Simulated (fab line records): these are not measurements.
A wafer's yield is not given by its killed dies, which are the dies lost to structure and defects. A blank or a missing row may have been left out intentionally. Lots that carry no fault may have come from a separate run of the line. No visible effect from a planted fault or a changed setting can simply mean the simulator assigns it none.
fab line records | flow sfqLine
[record] lots = 5 wafers = 15 lastDay = 79
route steps=325 shown M1@62 I1@73 M2@88 I2@103 M8@325
lots that met no fault: from a run of the same line without faults
startH: hours from the record's first day to the start of the lot's first wafer shown | waitH: hours from the lot's prior step to this one | " repeats the value in the row above | L1.1+2: several wafers, shown together as one row | - no value, or no start given | * or withheld: withheld | < > ~ a bound
route shown NAME@n: NAME is a module with steps in the file, n the number in the route of the first one | usual: average and standard deviation across the fault-free wafers | same: alike in all rows | chamber/n: place in a boat | sites: per-site readings | _std_site: how widely they spread, as a standard deviation | _edge_site: the outer-site mean with the inner-site mean subtracted | radiusMm: for every site, how far away it sits from the centre of the wafer | mask NAME#n: copy n | behind: the most recent tool/chamber to have shaped the wafer | hold: the reason the lot was held/the length of the hold in hours/how it ended | device: which transistor (n, p or np) failed to switch | end of line: at the end of the route, the tests of the same wafers | where a step has no rows: the recipe by itself | killed: not the wafer's yield, but the dies lost to structure and defects at the first sort | map: per-die view of a wafer (x killed, . not killed, _ where there is no die)
set.NAME: the setting as run; set.NAME@STEP: as run at that earlier step | model.NAME: the simulator's own value behind a step, which no gauge read
lots seen at some steps along the route; tables by step, rows by wafer
services: from which hour (startH, from the record's first day; less than 0 if before it) a tool's chamber was out of use, for how many hours, and why
[[steps]]
[step SFQ_TRILAYER_M1_LITHO_COAT_044]
[recipe] resist = BARC spinRpm = 3000 resistThkNm = 62
[step SFQ_TRILAYER_M1_LITHO_COAT_039]
[recipe] resist = KrF spinRpm = 3000 resistThkNm = 600
[step SFQ_TRILAYER_M1_LITHO_SOFTBAKE_043]
[recipe] tempC = withheld timeS = withheld resist = KrF
[step SFQ_TRILAYER_M1_LITHO_EXPOSE_040]
[recipe] maskId = M1 na = 0.6 sourceShape = conventional sigmaOuter = 0.65 targetCdNm = 500 doseMj = 14.4
[step SFQ_TRILAYER_M1_LITHO_PEB_042]
[recipe] pebTempC = 115 pebTimeS = 60 resist = KrF
[step SFQ_TRILAYER_M1_LITHO_DEVELOP_041]
[recipe] timeS = 60 resist = KrF
[step SFQ_M1_OVL_MEAS_911]
[usual] M1_OVL = 0/4.8
// columns lot.wafer tool chamber startH waitH M1_OVL[nm]
L784.3 overlay-01 - 365.33 0.1 -1
L784.5 " - " " 10
L784.6 " - " " 4
L790.2 overlay-01 - 440.02 0.1 1
L790.4 " - " " 0
L790.6 " - " " -2
L798.2 overlay-01 - 645.94 0.1 -5
L798.3 " - " " -12
L798.5 " - " " -11
L801.1 overlay-01 - 666.33 0.1 1
L801.5 " - " " -2
L801.6 " - " " -5
L803.3 overlay-02 - 681.95 0.1 -5
L803.5 " - " " -3
L803.6 " - " " 0
[step SFQ_TRILAYER_M1_BARC_OPEN_METAL_ETCH_054]
[recipe] maskMaterial = PR chemistry = O2 targetDepthNm = 125 target = BARC icpW = 600 biasW = 80 pressureMtorr = 10 timeS = 41.7
[step SFQ_TRILAYER_M1_ETCH_METAL_ETCH_042]
[recipe] target = Nb stopOn = SiO2 maskMaterial = PR chemistry = Cl2/Ar targetDepthNm = 240 icpW = 600 biasW = 80 pressureMtorr = 10 timeS = 120
[step SFQ_TRILAYER_M1_STRIP_STRIP_043]
[recipe] gas = O2 powerW = 200 platenTempC = 40 overashFraction = 0.65 chemistry = O2 pressureMtorr = 50
[usual] drypumpMotorCurrentA = 5.9/0.5 oesProductAu = 0.997/0.0086
// columns lot.wafer tool chamber startH waitH drypumpMotorCurrentA oesProductAu rfHoursCounterH
L784.3 rieMetal-01 0 366.13 0.5 5.8 1.017 -
L784.5 " 0 " " 5.8 1.007 -
L784.6 " 0 " " 5.9 1.005 -
L790.2 rieMetal-02 0 440.24 0.1 4.8 1.020 17
L790.4 " 0 " " 4.8 1.021 -
L790.6 " 0 " " 4.9 1.018 -
L798.2 rieMetal-02 1 646.15 0.1 6.0 0.999 7
L798.3 " 0 " " 4.8 1.006 -
L798.5 " 1 " " 6.0 0.990 -
L801.1 rieMetal-03 1 666.55 0.1 6.5 0.993 55
L801.5 " 1 " " 6.5 0.996 -
L801.6 " 0 " " 6.3 0.999 -
L803.3 rieMetal-01 0 682.35 0.2 5.8 0.993 -
L803.5 " 1 " " 6.1 0.992 -
L803.6 " 0 " " 5.8 0.986 -
[step SFQ_TRILAYER_M1_STRIP_SOLV_CLEAN_044]
[recipe] chemistry = NMP tempC = 70 timeS = 600
[step SFQ_TRILAYER_I1_DEP_PECVD_045]
[recipe] material = SiO2 tempC = 150 timeS = 111.11 pressureTorr = 2.4 rfW = 183.3 precursor = SiH4/N2O targetThkNm = 500
[step SFQ_TRILAYER_I1_CMP_CMP_046]
[recipe] material = SiO2 downForcePsi = 3 platenRpm = 60 padVelocityMS = 0.94248
[usual] motorCurrentA = 9.9/0.86 slurryFilterDpKPa = 13.53/0.14 timeToEndpointS = 215/8.6
// columns lot.wafer tool chamber startH waitH motorCurrentA slurryFilterDpKPa timeToEndpointS model.SiO2_of_TRILAYER_I1_DEP_PECVD_045.thkNm
L784.3 cmp-01 3 368.44 1.3 9.9 13.86 212 201.2
L784.6 " 3 370.44 3.3 10.3 13.41 230 201.9
L784.5 " 0 " " 10.6 13.34 217 200.3
L790.4 cmp-02 3 441.09 0.0 9.6 13.40 222 201.6
L790.2 " 0 " " 9.2 13.31 215 199.8
L790.6 " 3 443.09 2.0 10.0 13.47 226 200.8
L798.2 cmp-02 0 647.02 0.0 9.2 13.41 249 149.8
L798.3 " 3 648.52 1.5 10.3 13.87 217 200.3
L798.5 " 1 649.52 2.5 8.9 13.48 221 200.2
L801.1 cmp-01 2 669.05 1.5 9.5 13.29 205 199.2
L801.6 " 0 670.05 2.5 10.0 13.43 216 200
L801.5 " 1 " " 11.7 13.65 214 197.9
L803.3 cmp-01 3 684.01 1.0 10.1 13.73 218 200.2
L803.5 " 1 685.01 2.0 12.0 13.46 223 198.6
L803.6 " 2 " " 9.3 13.63 211 199.2
[step SFQ_I1_BOW_MEAS_912]
[recipe] mode = bow
[usual] I1_BOW = 4/7.4
// columns lot.wafer tool chamber startH waitH I1_BOW[um]
L784.3 filmMetro-04 - 371.48 2.5 -1
L784.5 " - " " 10
L784.6 " - " " 12
L790.2 filmMetro-03 - 444.11 2.0 3
L790.4 " - " " -6
L790.6 " - " " -3
L798.2 filmMetro-01 - 650.04 2.5 10
L798.3 " - " " 6
L798.5 " - " " 12
L801.1 filmMetro-03 - 671.05 1.5 -6
L801.5 " - " " 6
L801.6 " - " " 3
L803.3 filmMetro-01 - 686.05 1.5 13
L803.5 " - " " 9
L803.6 " - " " 10
[step SFQ_TRILAYER_I1_METRO_MEASURE_047]
[usual] thkNm = 200.1/1.2
// columns lot.wafer tool chamber startH waitH thkNm
L784.3 filmMetro-04 - 371.96 0.5 201.2
L784.5 " - " " 200.4
L784.6 " - " " 202.0
L790.2 filmMetro-03 - 444.41 0.3 199.8
L790.4 " - " " 201.5
L790.6 " - " " 200.6
L798.2 filmMetro-01 - 650.34 0.3 149.8
L798.3 " - " " 200.3
L798.5 " - " " 200.2
L801.1 filmMetro-03 - 671.17 0.1 199.3
L801.5 " - " " 197.8
L801.6 " - " " 200.0
L803.3 filmMetro-01 - 686.53 0.5 200.1
L803.5 " - " " 198.8
L803.6 " - " " 199.2
[step SFQ_TRILAYER_I1_VIA_LITHO_COAT_054]
[recipe] resist = BARC spinRpm = 3000 resistThkNm = 62
[step SFQ_TRILAYER_I1_VIA_LITHO_COAT_049]
[recipe] resist = KrF spinRpm = 3000 resistThkNm = 650
[step SFQ_TRILAYER_I1_VIA_LITHO_SOFTBAKE_053]
[recipe] tempC = withheld timeS = withheld resist = KrF
[step SFQ_TRILAYER_I1_VIA_LITHO_EXPOSE_050]
[recipe] maskId = I1 na = 0.6 sourceShape = conventional sigmaOuter = 0.65 targetCdNm = 500 doseMj = 21.3
[step SFQ_TRILAYER_I1_VIA_LITHO_PEB_052]
[recipe] pebTempC = 115 pebTimeS = 60 resist = KrF
[step SFQ_TRILAYER_I1_VIA_LITHO_DEVELOP_051]
[recipe] timeS = 60 resist = KrF
[step SFQ_I1_OVL_MEAS_913]
[usual] I1_OVL = -1/4.5
// columns lot.wafer tool chamber startH waitH I1_OVL[nm]
L784.3 overlay-01 - 521.89 0.1 -2
L784.5 " - " " -7
L784.6 " - " " -7
L790.2 overlay-02 - 583.08 0.1 0
L790.4 " - " " -3
L790.6 " - " " -2
L798.2 overlay-02 - 806.13 0.1 0
L798.3 " - " " -4
L798.5 " - " " 3
L801.1 overlay-01 - 831.25 0.1 -1
L801.5 " - " " -1
L801.6 " - " " -1
L803.3 overlay-02 - 846.99 0.1 6
L803.5 " - " " -3
L803.6 " - " " -1
[step SFQ_TRILAYER_I1_VIA_BARC_OPEN_VIA_ETCH_071]
[recipe] maskMaterial = PR chemistry = O2 targetDepthNm = 125 target = BARC sourceW = 500 biasW = 80 pressureMtorr = 30 timeS = 41.7
[step SFQ_TRILAYER_I1_VIA_ETCH_VIA_ETCH_052]
[recipe] target = SiO2 stopOn = Nb maskMaterial = PR taperDeg = 20 chemistry = CHF3 targetDepthNm = 260 sourceW = 500 biasW = 80 pressureMtorr = 30 timeS = withheld
[usual] drypumpMotorCurrentA = 5.8/0.39 oesProductAu = 0.855/0.0049
// columns lot.wafer tool chamber startH waitH drypumpMotorCurrentA oesProductAu model.etch.depthNm model.I1.featureDepthNm
L784.3 rieDiel-01 0 521.95 0.0 5.4 0.857 201.2 201.2
L784.5 " 2 " " 5.3 0.853 200.3 200.3
L784.6 " 3 " " 6.2 0.865 201.9 201.9
L790.2 rieDiel-03 2 583.15 0.0 6.1 0.849 199.8 199.8
L790.4 " 0 " " 5.1 0.864 201.6 201.6
L790.6 " 0 " " 5.1 0.856 200.8 200.8
L798.2 rieDiel-04 0 806.20 0.0 5.5 0.731 149.8 149.8
L798.3 " 2 " " 6.2 0.855 200.3 200.3
L798.5 " 3 " " 5.6 0.855 200.2 200.2
L801.1 rieDiel-01 1 831.33 0.0 5.4 0.851 199.2 199.2
L801.5 " 0 " " 5.5 0.848 197.9 197.9
L801.6 " 1 " " 5.4 0.852 200 200
L803.3 rieDiel-04 1 847.05 0.0 6.3 0.860 200.2 200.2
L803.5 " 2 " " 6.2 0.851 198.6 198.6
L803.6 " 1 " " 6.3 0.854 199.2 199.2
[step SFQ_TRILAYER_I1_VIA_STRIP_STRIP_053]
[recipe] gas = O2 powerW = 200 platenTempC = 40 overashFraction = 0.65 chemistry = O2 pressureMtorr = 50
[step SFQ_TRILAYER_I1_VIA_STRIP_SOLV_CLEAN_054]
[recipe] chemistry = NMP tempC = 70 timeS = 600
[step SFQ_TRILAYER_M2_DEP_PRE_CLEAN_056]
[recipe] gas = Ar timeS = 22.5 biasV = 250
// columns lot.wafer tool chamber startH waitH model.SiO2_of_TRILAYER_I1_DEP_PECVD_045.thkNm
L784.3 pvdSputter-06 - 522.84 0.0 193.7
L784.5 " - " " 192.8
L784.6 " - " " 194.4
L790.2 pvdSputter-06 - 584.22 0.0 192.3
L790.4 " - " " 194.1
L790.6 " - " " 193.3
L798.2 pvdSputter-04 - 807.09 0.0 142.3
L798.3 " - " " 192.8
L798.5 " - " " 192.7
L801.1 pvdSputter-06 - 832.22 0.0 191.7
L801.5 " - " " 190.4
L801.6 " - " " 192.5
L803.3 pvdSputter-03 - 847.94 0.0 192.7
L803.5 " - " " 191.1
L803.6 " - " " 191.7
[step SFQ_TRILAYER_M2_DEP_SPUTTER_055]
[recipe] material = Nb basePressurePa = 1.33e-06 chamberPressurePa = 0.1333 substrateTempC = 20 resputterCathodeVoltageV = 400 targetThkNm = 200 powerW = 2000 timeS = 133.3
[usual] basePressurePa = 1.32e-06/8.1e-08 throttleValvePct = 29.9/1.2
// columns lot.wafer tool chamber startH waitH basePressurePa throttleValvePct
L784.3 pvdSputter-06 - 522.87 0.0 1.31e-06 28.9
L784.5 " - " " 1.27e-06 27.8
L784.6 " - " " 1.28e-06 28.8
L790.2 pvdSputter-06 - 584.25 0.0 1.37e-06 28.3
L790.4 " - " " 1.43e-06 29.0
L790.6 " - " " 1.28e-06 27.8
L798.2 pvdSputter-04 - 807.12 0.0 1.37e-06 30.7
L798.3 " - " " 1.43e-06 29.1
L798.5 " - " " 1.39e-06 29.1
L801.1 pvdSputter-06 - 832.25 0.0 1.35e-06 28.0
L801.5 " - " " 1.42e-06 28.3
L801.6 " - " " 1.22e-06 28.8
L803.3 pvdSputter-03 - 847.97 0.0 1.43e-06 29.1
L803.5 " - " " 1.23e-06 29.1
L803.6 " - " " 1.37e-06 31.3
[step SFQ_M2_RS_MEAS_914]
[recipe] thkMeasGauge = four-point-probe reads = Nb_of_TRILAYER_M2_DEP_SPUTTER_055
[usual] M2_NB_RS = 0.891/0.01
// columns lot.wafer tool chamber startH waitH M2_NB_RS[ohm/sq]
L784.3 filmMetro-03 - 523.00 0.1 0.888
L784.5 " - " " 0.901
L784.6 " - " " 0.889
L790.2 filmMetro-01 - 584.36 0.1 0.901
L790.4 " - " " 0.892
L790.6 " - " " 0.896
L798.2 filmMetro-02 - 807.23 0.1 0.874
L798.3 " - " " 0.885
L798.5 " - " " 0.879
L801.1 filmMetro-01 - 832.34 0.0 0.892
L801.5 " - " " 0.893
L801.6 " - " " 0.895
L803.3 filmMetro-03 - 848.10 0.1 0.885
L803.5 " - " " 0.883
L803.6 " - " " 0.883
[step SFQ_TRILAYER_M2_LITHO_COAT_062]
[recipe] resist = BARC spinRpm = 3000 resistThkNm = 62
[step SFQ_TRILAYER_M2_LITHO_COAT_057]
[recipe] resist = KrF spinRpm = 3000 resistThkNm = 600
[step SFQ_TRILAYER_M2_LITHO_SOFTBAKE_061]
[recipe] tempC = withheld timeS = withheld resist = KrF
[step SFQ_TRILAYER_M2_LITHO_EXPOSE_058]
[recipe] maskId = M2 na = 0.6 sourceShape = conventional sigmaOuter = 0.65 targetCdNm = 500 doseMj = 14.4
[step SFQ_TRILAYER_M2_LITHO_PEB_060]
[recipe] pebTempC = 115 pebTimeS = 60 resist = KrF
[step SFQ_TRILAYER_M2_LITHO_DEVELOP_059]
[recipe] timeS = 60 resist = KrF
[step SFQ_M2_OVL_MEAS_916]
[usual] M2_OVL = 2/5.1
// columns lot.wafer tool chamber startH waitH M2_OVL[nm]
L784.3 overlay-02 - 534.51 0.1 -15
L784.5 " - " " -6
L784.6 " - " " -6
L790.2 overlay-01 - 731.72 0.1 9
L790.4 " - " " 2
L790.6 " - " " 2
L798.2 overlay-01 - 809.65 0.1 4
L798.3 " - " " 5
L798.5 " - " " 0
L801.1 overlay-02 - 834.96 0.1 -11
L801.5 " - " " -7
L801.6 " - " " -2
L803.3 overlay-02 - 852.39 0.1 2
L803.5 " - " " 2
L803.6 " - " " 4
[step SFQ_TRILAYER_M2_BARC_OPEN_METAL_ETCH_077]
[recipe] maskMaterial = PR chemistry = O2 targetDepthNm = 125 target = BARC icpW = 600 biasW = 80 pressureMtorr = 10 timeS = 41.7
[usual] drypumpMotorCurrentA = 5.7/0.66 oesProductAu = 0.684/0.0042
// columns lot.wafer tool chamber startH waitH drypumpMotorCurrentA oesProductAu rfHoursCounterH
L784.3 rieMetal-04 1 534.58 0.1 5.0 0.684 -
L784.5 " 1 " " 5.0 0.688 -
L784.6 " 1 " " 5.0 0.677 -
L790.2 rieMetal-03 1 731.75 0.0 6.5 0.682 63
L790.4 " 0 " " 6.3 0.686 -
L790.6 " 1 " " 6.4 0.682 -
L798.2 rieMetal-03 1 809.68 0.0 6.4 0.688 80
L798.3 " 0 " " 6.3 0.688 -
L798.5 " 1 " " 6.4 0.690 -
L801.1 rieMetal-03 1 834.99 0.0 6.4 0.680 83
L801.5 " 0 " " 6.3 0.681 -
L801.6 " 1 " " 6.5 0.689 -
L803.3 rieMetal-03 0 852.43 0.0 6.3 0.683 -
L803.5 " 1 " " 6.5 0.690 -
L803.6 " 0 " " 6.3 0.684 -
[step SFQ_TRILAYER_M2_ETCH_METAL_ETCH_060]
[recipe] target = Nb stopOn = SiO2 maskMaterial = PR chemistry = Cl2/Ar targetDepthNm = 240 icpW = 600 biasW = 80 pressureMtorr = 10 timeS = 120
[step SFQ_TRILAYER_M2_STRIP_STRIP_061]
[recipe] gas = O2 powerW = 200 platenTempC = 40 overashFraction = 0.65 chemistry = O2 pressureMtorr = 50
[usual] drypumpMotorCurrentA = 5.7/0.66 oesProductAu = 1.000/0.0094
// columns lot.wafer tool chamber startH waitH drypumpMotorCurrentA oesProductAu rfHoursCounterH
L784.3 rieMetal-04 1 535.31 0.5 5.0 1.010 -
L784.5 " 1 " " 5.0 1.007 -
L784.6 " 1 " " 5.0 1.013 -
L790.2 rieMetal-03 1 731.94 0.1 6.5 0.991 63
L790.4 " 0 " " 6.3 0.994 -
L790.6 " 1 " " 6.5 0.983 -
L798.2 rieMetal-03 1 809.86 0.1 6.4 1.005 80
L798.3 " 0 " " 6.3 1.000 -
L798.5 " 1 " " 6.4 1.001 -
L801.1 rieMetal-03 1 835.18 0.1 6.5 1.002 83
L801.5 " 0 " " 6.3 0.997 -
L801.6 " 1 " " 6.5 0.997 -
L803.3 rieMetal-03 0 852.80 0.2 6.3 0.998 -
L803.5 " 1 " " 6.4 1.004 -
L803.6 " 0 " " 6.3 1.007 -
[step SFQ_TRILAYER_M2_STRIP_SOLV_CLEAN_062]
[recipe] chemistry = NMP tempC = 70 timeS = 600
[step SFQ_TRILAYER_I2_DEP_PECVD_063]
[recipe] material = SiO2 tempC = 150 timeS = 111.11 pressureTorr = 2.4 rfW = 183.3 precursor = SiH4/N2O targetThkNm = 500
[usual] heaterPowerW = 88/21 throttleValvePct = 24.2/0.73
// columns lot.wafer tool chamber startH waitH heaterPowerW throttleValvePct
L784.3 pecvd-01 2 536.28 0.0 81 23.6
L784.5 " 1 " " 85 25.4
L784.6 " 2 " " 68 23.9
L790.2 pecvd-04 1 732.71 0.0 127 24.3
L790.4 " 0 " " 60 25.2
L790.6 " 1 " " 135 24.2
L798.2 pecvd-02 2 810.64 0.0 77 23.2
L798.3 " 1 " " 89 24.3
L798.5 " 2 " " 80 23.3
L801.1 pecvd-01 0 835.97 0.0 80 25.0
L801.5 " 2 " " 71 24.7
L801.6 " 0 " " 82 24.8
L803.3 pecvd-01 0 853.37 0.0 91 24.9
L803.5 " 1 " " 79 25.6
L803.6 " 0 " " 78 24.8
[step SFQ_M8_BOW_MEAS_951]
[recipe] mode = bow
[usual] M8_BOW = 10/11
// columns lot.wafer tool chamber startH waitH M8_BOW[um] model.etest.i1.linkOhm
L784.3 filmMetro-02 - 1812.14 0.0 -4 1.965
L784.5 " - " " 7 1.976
L784.6 " - " " 10 1.966
L790.2 filmMetro-02 - 1829.05 0.0 8 1.994
L790.4 " - " " -1 1.985
L790.6 " - " " 3 1.981
L798.2 filmMetro-02 - 1889.10 0.0 10 1.886
L798.3 " - " " 7 1.939
L798.5 " - " " 12 1.93
L801.1 filmMetro-02 - 1895.09 0.0 -7 1.971
L801.5 " - " " 5 1.974
L801.6 " - " " 2 1.973
L803.3 filmMetro-04 - 1898.72 0.0 23 1.955
L803.5 " - " " 20 1.957
L803.6 " - " " 20 1.947
[[services]]
// columns tool chamber startH hours kind
pecvd-01 - 345.99 3.4 repair
filmMetro-01 - 356.77 0.9 pm
rieMetal-02 - 359.72 14.6 pm
cmp-01 - 405.79 10.0 repair
cmp-01 - 441.60 0.6 repair
pvdSputter-06 - 449.31 0.7 repair
cmp-01 - 450.11 4.2 pm
pecvd-01 0 452.31 6.4 repair
cmp-01 - 453.53 0.4 repair
cmp-01 - 497.46 0.9 repair
rieMetal-03 - 524.13 0.1 repair
rieMetal-03 - 571.23 2.8 pm
cmp-01 - 574.19 4.0 pm
pecvd-01 1 608.91 13.4 repair
cmp-01 - 618.03 5.3 pm
cmp-01 - 641.97 0.7 repair
cmp-01 - 643.64 0.5 repair
pecvd-01 0 693.01 3.1 repair
cmp-01 - 699.27 0.7 repair
pecvd-01 - 705.76 4.3 pm
cmp-01 - 729.49 1.8 repair
cmp-01 - 797.77 0.5 repair
pecvd-01 2 814.94 3.8 repair
cmp-01 - 819.79 6.0 pm
[[key]]
[firstSign] step = SFQ_TRILAYER_I1_CMP_CMP_046 reading = timeToEndpointS direction = up sigmas = 4 usual = * struck = *
[effect] step = SFQ_TRILAYER_I1_METRO_MEASURE_047 reading = thkNm direction = down sigmas = 42 usual = 200.1 struck = 149.8
[effect] step = SFQ_TRILAYER_I1_VIA_ETCH_VIA_ETCH_052 reading = oesProductAu direction = down sigmas = 25 usual = 0.855 struck = 0.731
[modelEffect] step = SFQ_TRILAYER_I1_CMP_CMP_046 value = SiO2_of_TRILAYER_I1_DEP_PECVD_045.thkNm without = 199.8 struck = 149.8
[modelEffect] step = SFQ_TRILAYER_I1_VIA_ETCH_VIA_ETCH_052 value = etch.depthNm without = 199.8 struck = 149.8
[modelEffect] step = SFQ_TRILAYER_M2_DEP_PRE_CLEAN_056 value = SiO2_of_TRILAYER_I1_DEP_PECVD_045.thkNm without = 192.3 struck = 142.3
[modelEffect] step = SFQ_M8_BOW_MEAS_951 value = etest.i1.linkOhm without = 1.931 struck = 1.886
metAt SFQ_TRILAYER_I1_CMP_CMP_046
struckWafers L798.2
onsetBetween 441.09 647.02
[fault] kind = processParameterDrift tool = cmp-02 chamber = 0 onsetH = 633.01 steps = SFQ_TRILAYER_I1_CMP_CMP_046 channel = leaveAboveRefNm offset = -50 shape = step endH = 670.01 actsIn = theseRecipesOnly stated = 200
